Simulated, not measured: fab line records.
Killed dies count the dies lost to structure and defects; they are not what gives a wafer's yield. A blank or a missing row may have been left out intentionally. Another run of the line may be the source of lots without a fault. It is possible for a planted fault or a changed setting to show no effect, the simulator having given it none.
Chamber matching / flow gf180mcu / 4 sister chambers for GF_V1_ETCH_16 on rie diel-02
The step etches BARC in N2/H2. 14 wafers are shown with their chamber, then 7 later ones without.

EACH WAFER AND ITS CHAMBER
wafer=L690.2; chamber=0; drypump motor current A (A)=5.85; throttle valve pct (%)=13.220; oes product au (a.u.)=0.853
wafer=L690.3; chamber=1; drypump motor current A (A)=5.42; throttle valve pct (%)=13.223; oes product au (a.u.)=0.853
wafer=L690.6; chamber=0; drypump motor current A (A)=5.82; throttle valve pct (%)=13.229; oes product au (a.u.)=0.855
wafer=L691.3; chamber=0; drypump motor current A (A)=5.80; throttle valve pct (%)=13.226; oes product au (a.u.)=0.850
wafer=L691.5; chamber=2; drypump motor current A (A)=5.50; throttle valve pct (%)=13.225; oes product au (a.u.)=0.861
wafer=L691.6; chamber=1; drypump motor current A (A)=5.44; throttle valve pct (%)=13.229; oes product au (a.u.)=0.846
wafer=L692.1; chamber=1; drypump motor current A (A)=5.40; throttle valve pct (%)=13.209; oes product au (a.u.)=0.857
wafer=L692.2; chamber=2; drypump motor current A (A)=5.50; throttle valve pct (%)=13.232; oes product au (a.u.)=0.851
wafer=L692.6; chamber=2; drypump motor current A (A)=5.49; throttle valve pct (%)=13.232; oes product au (a.u.)=0.843
wafer=L697.1; chamber=1; drypump motor current A (A)=5.39; throttle valve pct (%)=13.221; oes product au (a.u.)=0.853
wafer=L697.2; chamber=3; drypump motor current A (A)=5.76; throttle valve pct (%)=13.237; oes product au (a.u.)=0.857
wafer=L697.6; chamber=2; drypump motor current A (A)=5.50; throttle valve pct (%)=13.222; oes product au (a.u.)=0.848
wafer=L704.1; chamber=0; drypump motor current A (A)=5.81; throttle valve pct (%)=13.217; oes product au (a.u.)=0.851
wafer=L704.2; chamber=2; drypump motor current A (A)=5.51; throttle valve pct (%)=13.226; oes product au (a.u.)=0.859

SIGNATURES (means of the wafers above)
reading=drypump motor current A; chamber 0=5.8200; chamber 1=5.4125; chamber 2=5.5000; chamber 3=5.7600; scatter within a chamber=0.0175
reading=throttle valve pct; chamber 0=13.22300; chamber 1=13.22050; chamber 2=13.22740; chamber 3=13.23700; scatter within a chamber=0.00617
reading=oes product au; chamber 0=0.85225; chamber 1=0.85225; chamber 2=0.85240; chamber 3=0.85700; scatter within a chamber=0.00552
Rule: for a wafer and a chamber, the distance is found by dividing, reading by reading, the gap between the wafer's reading and the chamber's mean by the reading's scatter, squaring, summing and taking the root. If the next closest chamber is less than 2 further off than the closest, the wafer can't be placed; otherwise it belongs to the closest. The scatter: take each reading less its chamber's mean, square it, sum over the shown wafers, divide by the number of wafers less the number of chambers, and take the root.

WAFERS MISSING THEIR CHAMBER
wafer=L704.5; drypump motor current A (A)=5.47; throttle valve pct (%)=13.231; oes product au (a.u.)=0.851
wafer=L705.1; drypump motor current A (A)=5.49; throttle valve pct (%)=13.237; oes product au (a.u.)=0.859
wafer=L705.3; drypump motor current A (A)=5.73; throttle valve pct (%)=13.223; oes product au (a.u.)=0.848
wafer=L705.4; drypump motor current A (A)=5.82; throttle valve pct (%)=13.217; oes product au (a.u.)=0.851
wafer=L708.4; drypump motor current A (A)=5.48; throttle valve pct (%)=13.220; oes product au (a.u.)=0.851
wafer=L708.5; drypump motor current A (A)=5.46; throttle valve pct (%)=13.217; oes product au (a.u.)=0.856
wafer=L708.6; drypump motor current A (A)=5.41; throttle valve pct (%)=13.223; oes product au (a.u.)=0.849

WHICH CHAMBER EACH ONE RAN IN
wafer=L704.5; from the rows above=can't be placed: 2 or 1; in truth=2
wafer=L705.1; from the rows above=2; in truth=2
wafer=L705.3; from the rows above=can't be placed: 3 or 0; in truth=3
wafer=L705.4; from the rows above=0; in truth=0
wafer=L708.4; from the rows above=2; in truth=2
wafer=L708.5; from the rows above=can't be placed: 1 or 2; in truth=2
wafer=L708.6; from the rows above=1; in truth=1
Correct placement for 4 of the 7. Not placeable from these rows: 3 (in 3, the candidates include the true chamber). Number placed wrongly: 0.
